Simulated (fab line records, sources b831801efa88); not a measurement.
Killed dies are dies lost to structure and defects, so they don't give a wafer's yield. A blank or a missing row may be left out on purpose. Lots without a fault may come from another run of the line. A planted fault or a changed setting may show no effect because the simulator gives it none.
Chamber matching | flow gf180mcu | GF_MIM_CVD_05 on pecvd-01: 3 sister chambers
The step deposits Si3N4, target thk 42 nm, time 29.086 s. 24 wafers are shown with their chamber, then 12 later ones without.

WAFERS WITH THEIR CHAMBER
wafer  | chamber | heater_power_w (W)
L074.2 | 1       | 691
L074.4 | 0       | 618
L074.6 | 2       | 607
L075.1 | 1       | 597
L075.2 | 2       | 692
L075.3 | 0       | 694
L075.4 | 1       | 614
L075.5 | 0       | 715
L075.6 | 2       | 680
L078.3 | 1       | 647
L078.4 | 1       | 654
L078.6 | 0       | 720
L079.3 | 2       | 658
L079.5 | 2       | 664
L079.6 | 1       | 611
L081.1 | 0       | 668
L081.2 | 1       | 656
L081.3 | 2       | 672
L081.4 | 2       | 683
L081.5 | 1       | 672
L081.6 | 0       | 643
L087.1 | 1       | 627
L087.3 | 0       | 618
L087.5 | 0       | 641

SIGNATURES (means of the wafers above)
reading        | chamber 0 | chamber 1 | chamber 2 | scatter within a chamber
heater_power_w | 664.62    | 641.00    | 665.14    | 34
Rule: a wafer's distance from a chamber is the root of the sum, over the readings, of the square of ((its reading less the chamber's mean) divided by the reading's scatter). The wafer belongs to the nearest chamber; if the next one is less than 2 further off, it can't be placed. The scatter: the root of (the sum of the squares of (reading less its chamber's mean) over the shown wafers, divided by (wafers less chambers)).

WAFERS WITHOUT THEIR CHAMBER
wafer  | heater_power_w (W)
L088.1 | 733
L088.4 | 601
L088.6 | 743
L095.1 | 668
L095.2 | 689
L095.3 | 604
L096.4 | 668
L096.5 | 698
L096.6 | 623
L097.1 | 653
L097.3 | 605
L097.5 | 653

WHICH CHAMBER EACH WENT THROUGH
wafer  | from the rows above          | in truth
L088.1 | can't be placed: 2 or 0 or 1 | 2
L088.4 | can't be placed: 1 or 0 or 2 | 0
L088.6 | can't be placed: 2 or 0 or 1 | 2
L095.1 | can't be placed: 2 or 0 or 1 | 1
L095.2 | can't be placed: 2 or 0 or 1 | 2
L095.3 | can't be placed: 1 or 0 or 2 | 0
L096.4 | can't be placed: 2 or 0 or 1 | 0
L096.5 | can't be placed: 2 or 0 or 1 | 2
L096.6 | can't be placed: 1 or 0 or 2 | 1
L097.1 | can't be placed: 0 or 1 or 2 | 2
L097.3 | can't be placed: 1 or 0 or 2 | 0
L097.5 | can't be placed: 0 or 1 or 2 | 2
Placed correctly: 0 of 12. Can't be placed from these rows: 12 (the true chamber is among the candidates in 12). Placed wrongly: 0.
